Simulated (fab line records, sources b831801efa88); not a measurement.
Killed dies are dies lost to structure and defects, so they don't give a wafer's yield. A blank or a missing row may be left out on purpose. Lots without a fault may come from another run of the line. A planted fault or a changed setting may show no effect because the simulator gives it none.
Which tool did it? | flow gf180mcu | 15 lots, 45 wafers sampled, at 5 steps of a route of 602

WHAT THE GAUGES READ, wafer by wafer
GF_POLY_GATE_CD_MEAS_18.
lot  | measured     | on        | cd_nm (nm)
L571 | day 9 06:00  | cd_sem-01 | 278.3 279.5 277.2
L572 | day 9 14:43  | cd_sem-02 | 280.9 282.9 280.1
L574 | day 10 04:04 | cd_sem-02 | 280.3 278.5 277.6
L577 | day 11 03:56 | cd_sem-01 | 281.9 281.9 280.6
L578 | day 11 06:44 | cd_sem-01 | 277.6 278.9 277.2
L579 | day 11 16:13 | cd_sem-01 | 280.7 282.3 281.7
L581 | day 12 04:26 | cd_sem-01 | 280.3 278.6 279.5
L582 | day 12 13:51 | cd_sem-01 | 279.6 280.0 280.6
L584 | day 13 10:52 | cd_sem-02 | 280.9 280.7 279.7
L585 | day 13 20:33 | cd_sem-01 | 279.3 280.4 280.2
L588 | day 14 08:49 | cd_sem-01 | 280.2 278.3 280.6
L591 | day 15 10:19 | cd_sem-02 | 278.4 280.4 279.8
L592 | day 15 13:04 | cd_sem-02 | 282.2 280.5 281.1
L593 | day 15 17:23 | cd_sem-02 | 281.6 280.0 282.4
L594 | day 16 03:34 | cd_sem-01 | 278.0 280.3 278.4

GF_PSD_OVL_MEAS_08.
lot  | measured     | on         | PSD_OVL (nm)
L571 | day 14 03:35 | overlay-02 | 0.7 2.2 -0.1
L572 | day 14 14:13 | overlay-02 | -3.3 -0.7 0.7
L574 | day 15 06:10 | overlay-01 | 3.6 3.0 2.7
L577 | day 16 11:25 | overlay-02 | 0.6 0.8 -0.7
L578 | day 16 15:41 | overlay-01 | -0.4 0.9 -1.6
L579 | day 17 02:16 | overlay-01 | 1.5 0.6 1.9
L581 | day 17 17:35 | overlay-02 | 2.2 0.1 -0.3
L582 | day 18 02:25 | overlay-02 | 0.4 0.5 0.2
L584 | day 19 04:23 | overlay-01 | 2.0 1.3 0.5
L585 | day 19 16:22 | overlay-02 | -2.8 0.1 1.0
L588 | day 20 06:55 | overlay-01 | 0.0 2.5 0.7
L591 | day 21 09:40 | overlay-01 | 0.6 0.5 -0.2
L592 | day 21 14:10 | overlay-02 | -0.5 -0.9 -1.1
L593 | day 21 17:35 | overlay-01 | -0.4 0.3 -0.5
L594 | day 22 04:31 | overlay-02 | -0.5 -2.1 -0.8

GF_SAB_CD_MEAS_09: target cd 420 nm.
lot  | measured     | on        | cd_nm (nm)
L571 | day 15 01:23 | cd_sem-01 | 421.6 421.6 421.8
L572 | day 15 11:54 | cd_sem-01 | 421.1 421.8 418.0
L574 | day 16 04:42 | cd_sem-02 | 421.4 420.9 422.0
L577 | day 17 10:08 | cd_sem-02 | 416.6 418.5 419.0
L578 | day 17 13:46 | cd_sem-01 | 421.3 420.4 419.0
L579 | day 18 01:58 | cd_sem-02 | 420.4 422.2 419.9
L581 | day 18 18:05 | cd_sem-02 | 420.3 420.7 420.0
L582 | day 19 03:01 | cd_sem-02 | 414.8 416.2 418.1
L584 | day 20 04:44 | cd_sem-01 | 419.6 419.6 419.5
L585 | day 20 16:35 | cd_sem-02 | 421.6 419.1 420.2
L588 | day 21 07:11 | cd_sem-02 | 418.5 417.5 416.8
L591 | day 22 10:01 | cd_sem-01 | 534.6 532.4 534.7 534.4 532.4 534.7
L592 | day 22 13:59 | cd_sem-01 | 422.8 423.7 422.3
L593 | day 22 17:12 | cd_sem-01 | 533.2 530.7 531.7 533.0 530.6 531.4
L594 | day 23 04:15 | cd_sem-02 | 534.7 533.2 534.6 534.3 532.9 534.8

WHICH TOOL RAN EACH LOT (tool, then ch and the chambers of the sampled wafers, then the start)
lot  | GF_HV_LDD_STRIP_10                   | GF_SAB_DEVELOP_08
L571 | plasma_asher-02 ch 0,1, day 9 23:29  | litho_track-04 ch 0, day 15 01:14
L572 | plasma_asher-04 ch 0,1, day 10 08:19 | litho_track-01 ch 0, day 15 11:45
L574 | plasma_asher-03 ch 0,1, day 10 22:19 | litho_track-01 ch 0, day 16 04:33
L577 | plasma_asher-02 ch 0, day 11 22:25   | litho_track-04 ch 0, day 17 09:59
L578 | plasma_asher-02 ch 0,1, day 12 02:05 | litho_track-04 ch 0, day 17 13:37
L579 | plasma_asher-04 ch 0, day 12 11:31   | litho_track-04 ch 0, day 18 01:49
L581 | plasma_asher-04 ch 0,1, day 13 00:20 | litho_track-01 ch 0, day 18 17:57
L582 | plasma_asher-02 ch 1, day 13 10:07   | litho_track-01 ch 0, day 19 02:52
L584 | plasma_asher-02 ch 1, day 14 07:59   | litho_track-04 ch 0, day 20 04:35
L585 | plasma_asher-03 ch 0, day 14 18:05   | litho_track-03 ch 0, day 20 16:27
L588 | plasma_asher-04 ch 0,1, day 15 06:39 | litho_track-03 ch 0, day 21 06:59
L591 | plasma_asher-04 ch 0,1, day 16 09:13 | litho_track-01 ch 0, day 22 09:52
L592 | plasma_asher-03 ch 0,1, day 16 11:43 | litho_track-03 ch 0, day 22 13:50
L593 | plasma_asher-04 ch 0,1, day 16 15:52 | litho_track-01 ch 0, day 22 17:03
L594 | plasma_asher-03 ch 0,1, day 17 01:29 | litho_track-01 ch 0, day 23 04:06
- GF_HV_LDD_STRIP_10: strips in O2/N2.
- GF_SAB_DEVELOP_08: develop time 60 s.

WHAT THE TOOLS THEMSELVES READ (means of the sampled wafers that have a number; where no wafer has one, the mark that the record gives instead)
GF_HV_LDD_STRIP_10.
lot  | tool            | drypump_motor_current_A (A) | heater_power_w (W) | oes_product_au (a.u.) | strip_time_to_endpoint_s (s)
L571 | plasma_asher-02 | 5.8                         | 291                | 0.712                 | 12.64
L572 | plasma_asher-04 | 5.9                         | 294                | 0.713                 | 12.63
L574 | plasma_asher-03 | 5.7                         | 335                | 0.718                 | 12.65
L577 | plasma_asher-02 | 5.9                         | 289                | 0.716                 | 12.59
L578 | plasma_asher-02 | 5.8                         | 291                | 0.712                 | 12.60
L579 | plasma_asher-04 | 6.7                         | 311                | 0.715                 | 12.60
L581 | plasma_asher-04 | 5.9                         | 302                | 0.716                 | 12.66
L582 | plasma_asher-02 | 5.7                         | 284                | 0.717                 | 12.74
L584 | plasma_asher-02 | 5.6                         | 288                | 0.717                 | 12.61
L585 | plasma_asher-03 | 5.1                         | 356                | 0.718                 | 12.61
L588 | plasma_asher-04 | 5.9                         | 305                | 0.719                 | 12.64
L591 | plasma_asher-04 | 5.9                         | 297                | 0.716                 | 12.62
L592 | plasma_asher-03 | 5.7                         | 337                | 0.719                 | 12.64
L593 | plasma_asher-04 | 6.3                         | 307                | 0.717                 | 12.66
L594 | plasma_asher-03 | 5.4                         | 348                | 0.719                 | 12.60

THE ANSWER, worked out from the rows above alone
Rule: what is usual is taken from the lots themselves. Put in order of their means at a reading, lots are off if they are a third of the lots or fewer, leave a main group of 4 or more, and stand apart from it by a gap of 3 or more times the standard deviation of the main group's means; of several such gaps the widest counts. A main group whose means are all the same, to the digits that the tables above print for the reading, isn't used. A lot without any number at a reading at which 4 lots or more have one is off too. The other lots that the step has rows for count as sound. The gauges are gone through in route order, then the tools' own readings, and for those a lot's mean is taken as printed above. The first step at which some lot is off is used, and at that step the reading that is off furthest; a lot without a number counts as furthest.
Off: L591, L593, L594, at GF_SAB_CD_MEAS_09 (cd_nm). The main group: mean 420.0 nm, standard deviation 1.8.
A tool fits if, at a process step before that reading, it ran every lot that is off, and no sound lot after the first of them. The gauges at GF_SAB_CD_MEAS_09 are tried like those tools. One fits: litho_track-01 at GF_SAB_DEVELOP_08. Its last sound lot is L582 (day 19 02:52), its first lot that is off L591 (day 22 09:52): a fault that began between those two fits.

WHAT THE SIMULATOR HAD PUT IN
Process parameter drift: litho_track-01, from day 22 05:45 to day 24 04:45, at GF_SAB_DEVELOP_08. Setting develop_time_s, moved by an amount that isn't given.
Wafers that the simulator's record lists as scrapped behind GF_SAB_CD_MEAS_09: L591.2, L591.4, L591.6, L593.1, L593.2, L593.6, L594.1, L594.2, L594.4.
Lots struck among those shown: L591, L593, L594. The rule above found the same.
